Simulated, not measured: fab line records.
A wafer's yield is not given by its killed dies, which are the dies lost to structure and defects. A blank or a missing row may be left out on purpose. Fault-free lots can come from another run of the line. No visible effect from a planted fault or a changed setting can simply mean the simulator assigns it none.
A single fault, viewed from 2 desks    flow gf180mcu    each desk has only its own numbers; what lay behind them comes last

THE TOOL OWNER'S DESK: pecvd-04
The tool's own readings at GF_CONTACT_CVD_02 (deposits SiO2 from TEOS, target thk 860 nm, time 95.992 s): means of the sampled wafers that have a number, for each lot that ran on this tool. Marked OUT: a lot whose mean sits more than 4 standard deviations from the usual mean, which makes it out of limits; the brackets give that distance.
Columns: A = heater-power-outer-w at GF_CONTACT_CVD_02, usual 367 W; B = heater-power-w at GF_CONTACT_CVD_02, usual 630 W; C = susceptor-temp-C at GF_CONTACT_CVD_02, usual 400.02 C
lot   first seen here  A    B    C
L305  day 21 14:35     418  764  400.36
This desk's finding: nothing out of limits on the one lot.

AT THE METROLOGY DESK
What the gauges read, lot by lot, whatever tool the lot ran on: means of the sampled wafers that have a number. Marked OUT: a lot whose mean sits more than 4 standard deviations from the usual mean, which makes it out of limits; the brackets give that distance.
Columns: A = SAB_CVD_00_THK at GF_SAB_THK_MEAS_01, usual 50.2 nm; B = CONTACT_BOW at GF_CONTACT_BOW_MEAS_05, usual 66 um; C = cd-nm at GF_CONTACT_CD_MEAS_14, usual 219.1 nm
lot   first seen here  A     B   C
L288  day 14 15:17     51.0  66  219.9
L289  day 14 23:37     49.7  72  218.6
L290  day 15 02:48     50.9  68  219.6
L291  day 15 17:15     50.4  60  219.4
L292  day 15 22:31     50.5  65  217.2
L294  day 16 21:20     50.5  65  220.5
L298  day 18 03:56     49.3  42  218.1
L299  day 18 11:21     50.1  46  220.5
L305  day 20 13:28     50.2  66  219.1
L307  day 21 02:08     50.3  72  219.7
L308  day 21 12:36     50.1  67  222.5
L309  day 22 00:04     49.3  61  218.6
L310  day 22 06:32     50.3  65  219.1
This desk's verdict: no lot among the 13 shows anything out of limits.

ALL TOGETHER
The desk of the tool owner found nothing out of limits.
Metrology desk: nothing out of limits seen.

WHAT THE SIMULATOR HAD PUT IN
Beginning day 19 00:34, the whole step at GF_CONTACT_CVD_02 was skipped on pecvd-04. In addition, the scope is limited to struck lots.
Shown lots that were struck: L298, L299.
